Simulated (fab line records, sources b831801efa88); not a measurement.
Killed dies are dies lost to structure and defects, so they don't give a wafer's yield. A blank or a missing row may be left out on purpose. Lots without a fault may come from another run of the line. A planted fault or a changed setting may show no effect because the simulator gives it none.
Which tool did it? | flow sky130 | 6 lots, 18 wafers sampled, at 3 steps of a route of 708

WHAT THE GAUGES READ, wafer by wafer
SKY_VT_ADJUST_LVTN_TW_MEAS_21.
lot  | measured     | on            | VT_ADJUST_LVTN_2_TW
L583 | day 8 08:36  | film_metro-01 | 190.2 190.4 190.6
L585 | day 8 20:13  | film_metro-01 | 189.9 190.2 190.4
L590 | day 10 10:08 | film_metro-02 | 187.7 187.7 187.4
L593 | day 11 03:49 | film_metro-04 | 188.2 187.9 188.7
L596 | day 11 22:26 | film_metro-04 | 189.1 188.8 189.0
L600 | day 13 05:32 | film_metro-02 | 187.3 186.5 185.6

WHICH TOOL RAN EACH LOT (tool, then ch and the chambers of the sampled wafers, then the start)
lot  | SKY_FIELD_ISO_CMP_27         | SKY_VT_ADJUST_LVTN_IMPLANT_19
L583 | cmp-02 ch 0,1,2, day 2 21:42 | implanter-03 ch 0, day 8 08:22
L585 | cmp-02 ch 0,1,3, day 3 08:08 | implanter-03 ch 0, day 8 19:58
L590 | cmp-01 ch 2,3, day 4 09:29   | implanter-04 ch 0, day 10 09:53
L593 | cmp-01 ch 0,2,3, day 5 01:03 | implanter-01 ch 0, day 11 03:36
L596 | cmp-01 ch 2,3, day 5 15:31   | implanter-04 ch 0, day 11 22:11
L600 | cmp-01 ch 1,2,3, day 6 15:55 | implanter-01 ch 0, day 13 05:20
- SKY_FIELD_ISO_CMP_27: polishes, stops on Si3N4, t overpolish 16 s, target thk 457.8 nm.
- SKY_VT_ADJUST_LVTN_IMPLANT_19

THE ANSWER, worked out from the rows above alone
Rule: what is usual is taken from the lots themselves. Put in order of their means at a reading, lots are off if they are a third of the lots or fewer, leave a main group of 4 or more, and stand apart from it by a gap of 3 or more times the standard deviation of the main group's means; of several such gaps the widest counts. A main group whose means are all the same, to the digits that the tables above print for the reading, isn't used. A lot without any number at a reading at which 4 lots or more have one is off too. The other lots that the step has rows for count as sound.
No lot is off at any reading shown: from this, nothing can be told.

WHAT THE SIMULATOR HAD PUT IN
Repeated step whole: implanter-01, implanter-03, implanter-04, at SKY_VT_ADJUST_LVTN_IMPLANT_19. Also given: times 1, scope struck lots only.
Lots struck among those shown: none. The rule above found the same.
